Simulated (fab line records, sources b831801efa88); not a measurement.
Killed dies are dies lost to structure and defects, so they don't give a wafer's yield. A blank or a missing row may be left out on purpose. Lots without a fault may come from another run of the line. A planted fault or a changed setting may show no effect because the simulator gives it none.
Chamber matching | flow sfq_line | SFQ_TRILAYER_L0_VIA_ETCH_VIA_ETCH_016 on rie_diel-03: 4 sister chambers
The step etches SiO2 in CHF3, stops on MoNx KI, target depth 80 nm. 4 wafers are shown with their chamber, then 7 later ones without.

WAFERS WITH THEIR CHAMBER
wafer  | chamber | oes_product_au (a.u.)
L081.1 | 0       | 0.835
L088.3 | 1       | 0.833
L092.1 | 2       | 0.849
L092.4 | 3       | 0.837

WAFERS WITHOUT THEIR CHAMBER
wafer  | oes_product_au (a.u.)
L092.5 | 0.851
L094.1 | 0.827
L094.2 | 0.842
L094.3 | 0.841
L094.4 | 0.854
L094.5 | 0.849
L094.6 | 0.851

WHICH CHAMBER EACH WENT THROUGH
wafer  | from the rows above               | in truth
L092.5 | 2                                 | 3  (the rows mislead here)
L094.1 | can't be placed: 1 or 0 or 3      | 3
L094.2 | can't be placed: 3 or 0 or 2 or 1 | 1
L094.3 | can't be placed: 3 or 0 or 1 or 2 | 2
L094.4 | 2                                 | 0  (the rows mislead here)
L094.5 | 2                                 | 2
L094.6 | 2                                 | 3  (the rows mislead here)
Placed correctly: 1 of 7. Can't be placed from these rows: 3 (the true chamber is among the candidates in 3). Placed wrongly: 3.
How it was worked out, from the rows above alone: a wafer's distance from a chamber is the root of the sum, over the readings, of the square of ((its reading less the chamber's mean) divided by the reading's scatter). The wafer belongs to the nearest chamber; if the next one is less than 2 further off, it can't be placed. A chamber's mean is the mean of its shown wafers. The scatter: with one shown wafer a chamber, the root of the mean of the squares of how far each hidden wafer lies from its nearest shown one.
